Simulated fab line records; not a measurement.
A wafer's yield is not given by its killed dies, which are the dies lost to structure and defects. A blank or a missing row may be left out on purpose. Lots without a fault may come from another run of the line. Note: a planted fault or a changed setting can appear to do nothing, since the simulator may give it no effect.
A lot that was struck, set against a sound lot || flow sky130 || 43 out of 708 route steps
Sound: wafers L614.3, L614.4, L614.6. Struck: wafer L627.4. (L627.2, L627.6 of the same lot were not struck and are left out.) The cause comes at the end.
For every step that has rows: the tool of each side, followed by ch and its chambers, followed by its first start. Under that, the readings that differ: sound wafers || struck wafers || difference of the means || sigmas: that difference in standard deviations of wafers without a fault.
alike: a reading whose means differ by less than 2 such deviations, as well as words and numbers matching on both sides. not compared: withheld readings; readings where some wafer has no value; bounds like >300 that might hide an equal value; numbers whose values overlap and for which the record gives no deviation.
The two part at a step that has a row with sigmas, a row that says differs or no value, or rows on one side only. When numbers do not overlap yet have no deviation, they are printed without sigmas and do not part them. Lack of a reading on every wafer of one side parts them only where that side has two or more wafers.

SKY_VIA2_STRIP_16: strips in O2/N2.
  sound on plasma_asher-02 ch 0,1, day 38 04:08; struck on plasma_asher-02 ch 1, day 42 06:10
  alike: drypump_motor_current_A, oes_product_au, strip_time_to_endpoint_s
  not compared: rf_hours_counter_h
then, 4 steps without rows for these wafers: SKY_VIA2_STRIP_17 (strips in post etch residue remover, time 1200 s); SKY_VIA2_CLEAN_18 (cleans in IPA, time 180 s); SKY_VIA2_CLEAN_19 (cleans in O3/DIW); SKY_VIA2_SPUTTER_20 (material TiN, target thk 20 nm, time 80 s).
SKY_VIA2_CVD_21: deposits W, target thk 420 nm, time 126.4 s.
  sound on cvd_w-02 ch 0,1, day 38 04:47; struck on cvd_w-02 ch 1, day 42 06:54
  alike: heater_power_w
SKY_VIA2_RS_MEAS_22: uses a four-point probe to measure.
  sound on film_metro-03, day 38 04:55; struck on film_metro-01, day 42 07:03
  alike: VIA2_W_RS
SKY_VIA2_THK_MEAS_23: measures by xrf.
  sound on film_metro-03, day 38 05:01; struck on film_metro-01, day 42 07:10
  alike: VIA2_W_THK
SKY_VIA2_CMP_24: polishes, stops on SiO2, t overpolish 20 s, target thk 0 nm.
  sound on cmp-02 ch 1,2, day 38 05:05; struck on cmp-01 ch 3, day 42 07:13
{"reading": "motor_current_A (A)", "sound": "11.2 12.1 12.4", "struck": 10.1, "difference": -1.8, "sigmas": -2}
{"reading": "time_to_endpoint_s (s)", "sound": "93 92 94", "struck": 100, "difference": "+7", "sigmas": "+2"}
  alike: overpolish_run_s, retaining_ring_pressure_frac
then, 2 steps without rows for these wafers: SKY_METAL3_SPUTTER_00 (material Ti, target thk 15 nm, time 10 s); SKY_METAL3_SPUTTER_01 (material TiN, target thk 20 nm, time 16.7 s).
SKY_METAL3_SPUTTER_02: material AlCu, target thk 735 nm, time 39.1 s.
  sound on pvd_sputter-02, day 38 05:26; struck on pvd_sputter-01, day 42 07:34
  alike: cathode_dc_power_W, throttle_valve_pct
SKY_METAL3_SPUTTER_03: material Ti, target thk 5 nm, time 3.3 s.
  sound on pvd_sputter-02, day 38 05:29; struck on pvd_sputter-01, day 42 07:36
  alike: cathode_dc_power_W, throttle_valve_pct
then, 2 steps without rows for these wafers: SKY_METAL3_SPUTTER_04 (material TiN, target thk 70 nm, time 58.3 s); SKY_CAPM_CVD_00 (deposits SiO2, target thk 15.5 nm).
SKY_CAPM_THK_MEAS_01:
  sound on film_metro-02, day 38 05:35; struck on film_metro-02, day 42 07:42
  alike: CAPM_CVD_00_THK
then, 1 step without rows for these wafers: SKY_CAPM_SPUTTER_02 (material TiN, target thk 200 nm, time 166.7 s).
SKY_CAPM_RS_MEAS_03: uses a four-point probe to measure.
  sound on film_metro-03, day 38 05:47; struck on film_metro-03, day 42 07:53
  alike: CAPM_TIN_RS
SKY_CAPM_THK_MEAS_04: measures by xrf.
  sound on film_metro-03, day 38 05:53; struck on film_metro-03, day 42 07:59
  alike: CAPM_TIN_THK
then, 7 steps without rows for these wafers: SKY_CAPM_DEHYDRATE_05 (time 60 s); SKY_CAPM_HMDS_06 (prime time 60 s); SKY_CAPM_COAT_07 (resist thk 1140 nm); SKY_CAPM_SOFTBAKE_08 (time 60 s); SKY_CAPM_EXPOSE_09 (exposes mask CAPM, target cd 1000 nm); SKY_CAPM_PEB_10; SKY_CAPM_DEVELOP_11 (develop time 60 s).
SKY_CAPM_OVL_MEAS_12:
  sound on overlay-02, day 39 06:38; struck on overlay-02, day 43 06:11
  alike: CAPM_OVL
then, 1 step without rows for these wafers: SKY_CAPM_METAL_ETCH_13 (etches TiN in Cl2/BCl3, stops on SiO2, target depth 220 nm, time 62.9 s).
SKY_CAPM_STRIP_14: strips in O2/N2.
  sound on plasma_asher-03 ch 0,1, day 39 06:46; struck on plasma_asher-03 ch 1, day 43 06:17
  alike: drypump_motor_current_A, oes_product_au, strip_time_to_endpoint_s
  not compared: rf_hours_counter_h
then, 11 steps without rows for these wafers: SKY_CAPM_STRIP_15 (strips in post etch residue remover, time 1200 s); SKY_CAPM_CLEAN_16 (cleans in IPA, time 180 s); SKY_CAPM_CLEAN_17 (cleans in O3/DIW); SKY_METAL3_DEHYDRATE_05 (time 60 s); SKY_METAL3_HMDS_06 (prime time 60 s); SKY_METAL3_COAT_07 (resist thk 60 nm); SKY_METAL3_COAT_08 (resist thk 1140 nm); SKY_METAL3_SOFTBAKE_09 (time 90 s); SKY_METAL3_EXPOSE_10 (exposes mask MM3, target cd 300 nm); SKY_METAL3_PEB_11; SKY_METAL3_DEVELOP_12 (develop time 60 s).
SKY_METAL3_CD_MEAS_13: target cd 300 nm.
  sound on cd_sem-02, day 40 07:04; struck on cd_sem-02, day 44 05:01
{"reading": "cd_nm (nm)", "sound": "298.0 298.0 298.1", "struck": 301.6, "difference": "+3.6", "sigmas": "+2"}
SKY_METAL3_OVL_MEAS_14:
  sound on overlay-01, day 40 07:10; struck on overlay-02, day 44 05:07
  alike: METAL3_OVL
-- the record jumps here: 6 days lie between the struck wafers' starts before and after (it left off in module METAL3 and takes up again in module PAD_OPEN, whose first step shown is number 708 of the route) --
SKY_PAD_OPEN_PROBE_99:
  sound on prober-01, day 47 04:08; struck on prober-02, day 50 08:05
{"reading": "defect_limited_yield (%)", "sound": "80.5 77.8 82.5", "struck": 71.3, "difference": -9.0, "sigmas": -5}
{"reading": "killed_at_M0_to_M3", "sound": "46 64 42", "struck": 99, "difference": "+48", "sigmas": "+7"}
{"reading": "killed_dies", "sound": "96 109 86", "struck": 141, "difference": "+44", "sigmas": "+5"}
{"reading": "sort_bin_5_function (%)", "sound": "9.8 14.2 9.8", "struck": 19.5, "difference": "+8.2", "sigmas": "+5"}
{"reading": "sort_n_pass", "sound": "396 383 406", "struck": 351, "difference": -44, "sigmas": -5}
{"reading": "sort_yield_pct (%)", "sound": "80.5 77.8 82.5", "struck": 71.3, "difference": -9.0, "sigmas": -5}
{"reading": "model.etest.tester.sort_n_pass", "sound": "396 383 406", "struck": 351, "difference": -44, "sigmas": ""}
{"reading": "model.etest.tester.sort_yield_pct (%)", "sound": "80.49 77.85 82.52", "struck": 71.34, "difference": -8.95, "sigmas": ""}
{"reading": "model.etest.tester.sort_bin_5_pct (%)", "sound": "9.756 14.23 9.756", "struck": 19.51, "difference": "+8.26", "sigmas": ""}
  alike: killed_at_M4_up, killed_at_contacts, killed_at_front_end, killed_at_other, killed_open, killed_short, sort_bin_3_pad_short, sort_bin_6_memory
  not compared: model.etest.tester.sort_bin_3_pct

WHERE THEY PART
At SKY_VIA2_CMP_24 first; at SKY_PAD_OPEN_PROBE_99 last (within this record only).

WHY: the cause the simulator had injected
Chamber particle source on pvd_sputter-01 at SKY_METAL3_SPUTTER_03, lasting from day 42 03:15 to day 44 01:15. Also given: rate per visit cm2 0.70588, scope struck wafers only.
